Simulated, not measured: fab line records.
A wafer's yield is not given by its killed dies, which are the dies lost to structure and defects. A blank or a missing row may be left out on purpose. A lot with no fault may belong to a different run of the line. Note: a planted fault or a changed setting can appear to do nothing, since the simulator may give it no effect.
Which tool was responsible? | flow gf180mcu | Sampling: 14 lots, 40 wafers, 2 of 602 route steps

## WHAT EACH GAUGE READ, for each wafer
GF_V5_CD_MEAS_14: target cd 260 nm.
lot  | measured     | on        | cd nm (nm)
L731 | day 27 07:22 | cd sem-01 | 260.2 260.5 261.4
L732 | day 27 13:25 | cd sem-02 | 259.7 259.4 260.0
L733 | day 27 16:24 | cd sem-01 | 262.5 261.4 261.3
L734 | day 27 23:43 | cd sem-02 | 259.3 261.4 261.1
L735 | day 28 03:00 | cd sem-02 | 260.3 260.1 260.4
L740 | day 30 07:23 | cd sem-02 | 258.8 258.6 258.7
L741 | day 30 12:36 | cd sem-02 | 259.9
L743 | day 30 15:48 | cd sem-01 | 259.4 260.6 259.7
L747 | day 31 21:52 | cd sem-01 | 259.7 259.0 259.5
L748 | day 32 11:49 | cd sem-02 | 258.1 259.0 260.1
L750 | day 32 13:12 | cd sem-01 | 258.4 259.6 258.9
L753 | day 33 10:31 | cd sem-01 | 261.3 261.9 262.4
L752 | day 33 12:14 | cd sem-01 | 259.9 260.1 260.0
L754 | day 33 15:02 | cd sem-01 | 259.5 261.4 260.4

## EACH LOT AND THE TOOL THAT RAN IT (in order: tool; ch and the chambers of the sampled wafers; start)
lot  | GF_MIM_SPUTTER_01
L731 | pvd sputter-03, day 24 14:40
L732 | pvd sputter-04, day 24 21:47
L733 | pvd sputter-02, day 25 00:16
L734 | pvd sputter-02, day 25 09:00
L735 | pvd sputter-04, day 25 11:40
L740 | pvd sputter-04, day 27 20:08
L741 | pvd sputter-04, day 28 02:19
L743 | pvd sputter-03, day 28 06:10
L747 | pvd sputter-03, day 29 14:58
L748 | pvd sputter-03, day 30 06:01
L750 | pvd sputter-03, day 30 07:47
L753 | pvd sputter-02, day 31 07:05
L752 | pvd sputter-03, day 31 07:17
L754 | pvd sputter-03, day 31 12:13
- GF_MIM_SPUTTER_01: material TiN, target thk 30 nm, time 25 s.

## WHAT THE TOOLS THEMSELVES READ (means of the sampled wafers that have a number; where no wafer has one, the mark that the record gives instead)
GF_MIM_SPUTTER_01.
lot  | tool           | throttle valve pct (%)
L731 | pvd sputter-03 | 31.8
L732 | pvd sputter-04 | 30.0
L733 | pvd sputter-02 | 29.3
L734 | pvd sputter-02 | 29.2
L735 | pvd sputter-04 | 29.5
L740 | pvd sputter-04 | 30.1
L741 | pvd sputter-04 | 30.4
L743 | pvd sputter-03 | 31.9
L747 | pvd sputter-03 | 30.8
L748 | pvd sputter-03 | 31.9
L750 | pvd sputter-03 | 31.6
L753 | pvd sputter-02 | 29.8
L752 | pvd sputter-03 | 30.7
L754 | pvd sputter-03 | 30.9

## THE ANSWER, worked out from the rows above alone
Rule: the lots themselves supply what counts as usual. The widest of any qualifying gaps counts: lots, ordered by their means at a reading, are off when they make up no more than a third of the lots, leave a main group of 4 or more, and stand apart from it by 3 or more times the standard deviation of that group's means. If all means in a main group match to the digits the tables above print for the reading, that group is not used. A lot without any number at a reading at which 4 lots or more have one is off too. Any other lot the step has rows for is counted as sound. Order of review: gauges by route order, followed by the tools' own readings, for which a lot's mean as printed above is used. At the first step where some lot is off, the reading lying furthest off is the one used; lots without a number count as furthest.
None of the lots is off at any reading shown; this tells nothing.

## WHAT THE SIMULATOR HAD INSERTED
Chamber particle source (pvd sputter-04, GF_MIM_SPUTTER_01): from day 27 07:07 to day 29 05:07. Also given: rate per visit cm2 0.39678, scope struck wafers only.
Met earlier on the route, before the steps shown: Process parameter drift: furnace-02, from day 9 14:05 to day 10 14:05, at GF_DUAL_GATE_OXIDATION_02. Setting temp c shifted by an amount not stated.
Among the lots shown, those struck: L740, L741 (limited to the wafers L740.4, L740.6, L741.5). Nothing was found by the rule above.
